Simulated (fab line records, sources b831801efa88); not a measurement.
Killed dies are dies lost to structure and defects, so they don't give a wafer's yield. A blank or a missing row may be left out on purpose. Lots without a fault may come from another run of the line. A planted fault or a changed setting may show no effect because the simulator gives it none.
One fault seen from 2 desks | flow gf180mcu | each desk has only its own numbers; what lay behind them comes last

THE TOOL OWNER'S DESK: pvd_sputter-04
The tool's own readings at GF_M1_SPUTTER_04 (material TiN, target thk 50 nm, time 41.7 s): means of the sampled wafers that have a number, for each lot that ran on this tool. A lot is out of limits, marked OUT, if its mean lies more than 4 standard deviations from the usual mean; the brackets give that distance.
Columns: A = cathode_dc_power_W at GF_M1_SPUTTER_04, usual 6500.1 W; B = chamber_pressure_pa at GF_M1_SPUTTER_04, usual 0.4000 Pa; C = throttle_valve_pct at GF_M1_SPUTTER_04, usual 30.1 %
lot  | first seen here | A                        | B      | C
L297 | day 17 12:31    | 6500.4                   | 0.3993 | 29.7
L302 | day 19 10:38    | 6907.5 (+99 or more) OUT | 0.3997 | 29.9
L313 | day 23 05:48    | 6499.9                   | 0.3998 | 29.8
This desk's finding: out of limits on L302; first on L302, day 19 10:38 (cathode_dc_power_W at GF_M1_SPUTTER_04). In limits: L297, L313.

THE METROLOGY DESK
What the gauges read, lot by lot, whatever tool the lot ran on: means of the sampled wafers that have a number. A lot is out of limits, marked OUT, if its mean lies more than 4 standard deviations from the usual mean; the brackets give that distance. Of its 9 readings 7 are shown: those that lie furthest out on some lot.
Columns: A = CONTACT_W_RS at GF_CONTACT_RS_MEAS_25, usual 0.385 ohm/sq; B = CONTACT_W_THK at GF_CONTACT_THK_MEAS_26, usual 307 nm; C = M1_ALCU_RS at GF_M1_RS_MEAS_05, usual 0.0693 ohm/sq; D = M1_ALCU_THK at GF_M1_THK_MEAS_06, usual 441 nm; E = cd_nm at GF_M1_CD_MEAS_14, usual 230.4 nm; F = V1_CVD_00_THK at GF_V1_THK_MEAS_01, usual 600 nm; G = V1_CVD_02_THK at GF_V1_THK_MEAS_03, usual 850 nm
lot  | first seen here | A     | B   | C      | D   | E     | F   | G
L297 | day 17 11:51    | 0.384 | 305 | 0.0692 | 440 | 229.5 | 605 | 835
L302 | day 19 10:01    | 0.385 | 303 | 0.0681 | 446 | 230.1 | 598 | 851
L303 | day 19 16:36    | 0.381 | 311 | 0.0690 | 441 | 230.4 | 596 | 840
L313 | day 23 05:10    | 0.383 | 310 | 0.0702 | 434 | 233.3 | 595 | 847
L314 | day 23 15:35    | 0.381 | 310 | 0.0699 | 435 | 229.4 | 603 | 857
This desk's finding: nothing out of limits on any of the 5 lots.

PUT TOGETHER
The tool owner's desk could have raised an alarm at day 19 10:38, on L302.
The metrology desk saw nothing out of limits.
The metrology desk has L302 on record, within its limits.
Of the lots named, all ran GF_M1_SPUTTER_04 on pvd_sputter-04.

WHAT THE SIMULATOR HAD PUT IN
Process parameter drift: pvd_sputter-04, from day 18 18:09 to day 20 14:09, at GF_M1_SPUTTER_04. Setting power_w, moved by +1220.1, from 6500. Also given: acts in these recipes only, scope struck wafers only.
Lots struck among those shown: L302.
Hours from the fault's start to each desk's first reading out of limits: the tool owner's desk, 16.
